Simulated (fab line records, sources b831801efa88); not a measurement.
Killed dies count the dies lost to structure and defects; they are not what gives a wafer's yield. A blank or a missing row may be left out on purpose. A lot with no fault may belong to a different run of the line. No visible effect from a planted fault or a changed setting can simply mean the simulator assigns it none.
A struck lot beside a sound one / flow gf180mcu / 27 steps out of a route of 602
Sound: wafers L126.4, L126.5, L126.6. Struck: wafers L135.1, L135.3, L135.6. At the end, the cause is stated.
At each step with rows: each side's tool, then ch and its chambers, then its first start. Under that, the readings that differ: sound wafers / struck wafers / difference of the means / sigmas: that difference in standard deviations of wafers without a fault.
alike: readings whose means differ by less than 2 such deviations, and words and numbers that are the same on both sides. not compared: withheld readings, readings that some wafer has no value for, bounds like >300 that may hide the same value, and numbers for which the record gives no deviation and whose values overlap.
Wherever a step has rows on one side only, a row that says differs or no value, or a row with sigmas, the two part there. Numbers that have no deviation but don't overlap get no sigmas and don't part them. Lack of a reading on every wafer of one side parts them only where that side has two or more wafers.

first, 6 steps without rows for these wafers: GF_V1_ETCH_16 (etches BARC in N2/H2); GF_V1_ETCH_17 (etches SiO2 in C4F8/O2/Ar, stops on TiN, target depth 630 nm); GF_V1_STRIP_18 (strips in O2/N2); GF_V1_STRIP_19 (strips in post etch residue remover, time 1200 s); GF_V1_CLEAN_20 (cleans in DIW); GF_V1_SPUTTER_21 (material Ti, target thk 15 nm, time 80.02 s).
GF_V1_SPUTTER_22: material TiN, target thk 10 nm, time 40 s.
  struck on pvd sputter-01, day 23 20:58; sound on pvd sputter-02, day 20 08:07
reading=throttle valve pct (%); sound=30.3 29.0 29.4; struck=30.3 31.6 32.8; difference=+2.0; sigmas=+2
  alike: cathode dc power W, chamber pressure pa
GF_V1_CVD_23: deposits W, target thk 350 nm, time 105.05 s.
  sound on cvd w-01 ch 0,1, day 20 08:11; struck on cvd w-02 ch 0,1, day 23 21:00
  alike: heater power w
GF_V1_RS_MEAS_24: uses a four-point probe to measure.
  struck on film metro-01, day 23 21:07; sound on film metro-01, day 20 08:19
  alike: V1_W_RS
GF_V1_THK_MEAS_25: measures by xrf.
  struck on film metro-01, day 23 21:14; sound on film metro-01, day 20 08:25
  alike: V1_W_THK
GF_V1_CMP_26: polishes, stops on SiO2, t overpolish 15 s, target thk 0 nm.
  sound on cmp-01 ch 2,3, day 20 08:29; struck on cmp-01 ch 0,1,3, day 23 21:17
  alike: motor current A, overpolish run s, time to endpoint s
then, 1 step without rows for these wafers: GF_M2_SPUTTER_00 (material Ti, target thk 37.5 nm, time 150 s).
GF_M2_SPUTTER_01: material TiN, target thk 30 nm, time 25.34 s.
  struck on pvd sputter-02, day 23 21:41; sound on pvd sputter-04, day 20 08:50
  no value came back on the struck wafers for cathode dc power W (W), chamber pressure pa (Pa), throttle valve pct (%); on the sound wafers cathode dc power W (W) reads 6500.0 6499.4 6498.6
GF_M2_SPUTTER_02: material AlCu, target thk 450 nm, time 23.9 s.
  struck on pvd sputter-02, day 23 21:43; sound on pvd sputter-04, day 20 08:52
  alike: cathode dc power W, chamber pressure pa, throttle valve pct
then, 1 step without rows for these wafers: GF_M2_SPUTTER_03 (material Ti, target thk 10 nm, time 6.7 s).
GF_M2_SPUTTER_04: material TiN, target thk 50 nm, time 41.7 s.
  struck on pvd sputter-02, day 23 21:46; sound on pvd sputter-04, day 20 08:55
  alike: cathode dc power W, chamber pressure pa, throttle valve pct
then, 7 steps without rows for these wafers: GF_M2_DEHYDRATE_07 (time 60 s); GF_M2_HMDS_08 (prime time 60 s); GF_M2_COAT_09 (resist thk 1000 nm); GF_M2_SOFTBAKE_10 (time 60 s); GF_M2_EXPOSE_11 (exposes mask Metal2, target cd 280 nm); GF_M2_PEB_12 (peb time 90 s); GF_M2_DEVELOP_13 (develop time 60 s).
GF_M2_CD_MEAS_14: target cd 280 nm.
  struck on cd sem-01, day 24 19:47; sound on cd sem-01, day 21 08:51
  alike: cd nm
GF_M2_OVL_MEAS_15:
  struck on overlay-01, day 24 19:55; sound on overlay-02, day 21 08:56
  alike: M2_OVL
GF_M2_METAL_ETCH_16: etches the open film in Cl2/BCl3, stops on SiO2, target depth 627.5 nm, time 104.6 s.
  sound on rie metal-03 ch 0,1, day 21 08:59; struck on rie metal-01 ch 0, day 24 19:57
reading=oes product au (a.u.); sound=0.981 0.975 0.965; struck=0.947 0.943 0.948; difference=-0.028; sigmas=-4
reading=throttle valve pct (%); sound=28.228 28.246 28.243; struck=28.265 28.284 28.282; difference=+0.038; sigmas=+4
  alike: drypump motor current A
  not compared: rf hours counter h
then, 1 step without rows for these wafers: GF_M2_STRIP_17 (strips in O2/N2).

WHERE THEY PART
First at GF_V1_SPUTTER_22; last, within this record, at GF_M2_METAL_ETCH_16.

WHY: what the simulator had put in
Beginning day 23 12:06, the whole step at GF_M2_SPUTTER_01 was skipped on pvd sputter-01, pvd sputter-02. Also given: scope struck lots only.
